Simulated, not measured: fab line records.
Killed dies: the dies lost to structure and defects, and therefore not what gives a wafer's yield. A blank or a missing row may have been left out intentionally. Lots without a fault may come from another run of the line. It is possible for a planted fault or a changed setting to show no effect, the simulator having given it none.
A lot that was struck, set against a sound lot -- flow sky130 -- 17 out of 708 route steps
Sound: wafers L428.1, L428.5, L428.6. Struck: wafer L433.3. (L433.1, L433.6 of the same lot were not struck and are left out.) The cause comes at the end.
At each step with rows: each side's tool, then ch and its chambers, then its first start. Under that, the readings that differ: sound wafers -- struck wafers -- difference of the means -- sigmas: that difference in standard deviations of wafers without a fault.
alike: readings whose means differ by less than 2 such deviations, and words and numbers that are the same on both sides. not compared: withheld readings, readings that some wafer has no value for, bounds like >300 that may hide the same value, and numbers for which the record gives no deviation and whose values overlap.
The two part at a step that has a row with sigmas, a row that says differs or no value, or rows on one side only. Numbers that don't overlap but have no deviation are shown without sigmas and don't part them. A reading that every wafer of one side lacks parts them only if that side has two wafers or more.

first, 2 steps without rows for these wafers: SKY_LOCAL_INTERCONNECT_PEB_09; SKY_LOCAL_INTERCONNECT_DEVELOP_10 (develop time 60 s).
SKY_LOCAL_INTERCONNECT_CD_MEAS_11: the cd target is 170 nm.
  sound: cd-sem-01 at day 31 18:29; struck: cd-sem-01 at day 33 17:16
  alike: cd-nm
SKY_LOCAL_INTERCONNECT_OVL_MEAS_12:
  sound: overlay-02 at day 31 18:36; struck: overlay-01 at day 33 17:23
  alike: LOCAL_INTERCONNECT_OVL
SKY_LOCAL_INTERCONNECT_ETCH_13: etches BARC in N2/H2, stops on SiO2, time 45.9 s, target depth 60 nm.
  sound on rie-metal-03 ch 0,1, day 31 18:38; struck on rie-metal-01 ch 0, day 33 17:25
  alike: drypump-motor-current-A, oes-product-au, throttle-valve-pct
  not compared: rf-hours-counter-h
SKY_LOCAL_INTERCONNECT_METAL_ETCH_14: etches TiN in Cl2/BCl3, stops on PSG, target depth 110 nm, time 31.4 s.
  sound on rie-metal-03 ch 0,1, day 31 18:42; struck on rie-metal-01 ch 0, day 33 17:29
  alike: drypump-motor-current-A, oes-product-au, throttle-valve-pct
  not compared: rf-hours-counter-h
SKY_LOCAL_INTERCONNECT_STRIP_15: strips in O2/N2.
  sound on plasma-asher-04 ch 0,1, day 31 18:46; struck on plasma-asher-02 ch 0, day 33 17:32
reading,sound,struck,difference,sigmas
o2-flow-sccm (sccm),2986 2987 3010,3012,+18,+2
  alike: drypump-motor-current-A, oes-product-au, strip-time-to-endpoint-s
  not compared: rf-hours-counter-h
then, 3 steps without rows for these wafers: SKY_LOCAL_INTERCONNECT_STRIP_16 (strips in post etch residue remover, time 1200 s); SKY_LOCAL_INTERCONNECT_CLEAN_17 (cleans in IPA, time 180 s); SKY_LOCAL_INTERCONNECT_CLEAN_18 (cleans in O3/DIW).
SKY_CONTACT_CVD_00: deposits Si3N4, target thk 75 nm.
  sound on pecvd-02 ch 0,1,2, day 31 19:25; struck on pecvd-02 ch 1, day 33 18:08
  alike: heater-power-w
SKY_CONTACT_THK_MEAS_01:
  sound: film-metro-01 at day 31 19:26; struck: film-metro-04 at day 33 18:11
  alike: CONTACT_CVD_00_THK
SKY_CONTACT_HDPCVD_02: deposits SiO2, target thk 565 nm, time 94.2 s.
  sound on hdpcvd-01 ch 0,2, day 31 19:30; struck on hdpcvd-01 ch 1, day 33 18:14
reading,sound,struck,difference,sigmas
sih4-flow-sccm (sccm),60.34 60.20 59.72,72.07,+11.98,+63
model.SiO2_of_CONTACT_HDPCVD_02.thk-nm (nm),573.9 551.2 573.1,681.5,+115.4,
SKY_CONTACT_THK_MEAS_03:
  sound: film-metro-04 at day 31 19:34; struck: film-metro-01 at day 33 18:19
reading,sound,struck,difference,sigmas
CONTACT_HDPCVD_THK (nm),575 552 573,681,+114,+15
SKY_CONTACT_CMP_04: polishes SiO2.
  sound on cmp-01 ch 0,1, day 31 19:38; struck on cmp-01 ch 1, day 33 18:25
reading,sound,struck,difference,sigmas
time-to-endpoint-s (s),88 73 86,122,+40,+9
  alike: motor-current-A, slurry-filter-dp-kPa
SKY_CONTACT_BOW_MEAS_05:
  sound: film-metro-03 at day 31 19:56; struck: film-metro-04 at day 33 18:40
  alike: CONTACT_BOW
-- the record jumps here: 15 days lie between the struck wafers' starts before and after (it left off in module CONTACT and takes up again in module PAD_OPEN, whose first step shown is number 708 of the route) --
SKY_PAD_OPEN_PROBE_99:
  sound: prober-02 at day 46 21:44; struck: prober-01 at day 48 08:53
  alike: killed_at_M0_to_M3, killed_at_M4_up, killed-at-contacts, killed-at-front-end, killed-at-other, killed-dies, killed-open, killed-short

== WHERE THEY PART ==
First at SKY_LOCAL_INTERCONNECT_STRIP_15; last, within this record, at SKY_CONTACT_CMP_04. Later steps at which nothing parts them and some readings are alike: SKY_CONTACT_BOW_MEAS_05, SKY_PAD_OPEN_PROBE_99.

WHY: what the simulator had put in
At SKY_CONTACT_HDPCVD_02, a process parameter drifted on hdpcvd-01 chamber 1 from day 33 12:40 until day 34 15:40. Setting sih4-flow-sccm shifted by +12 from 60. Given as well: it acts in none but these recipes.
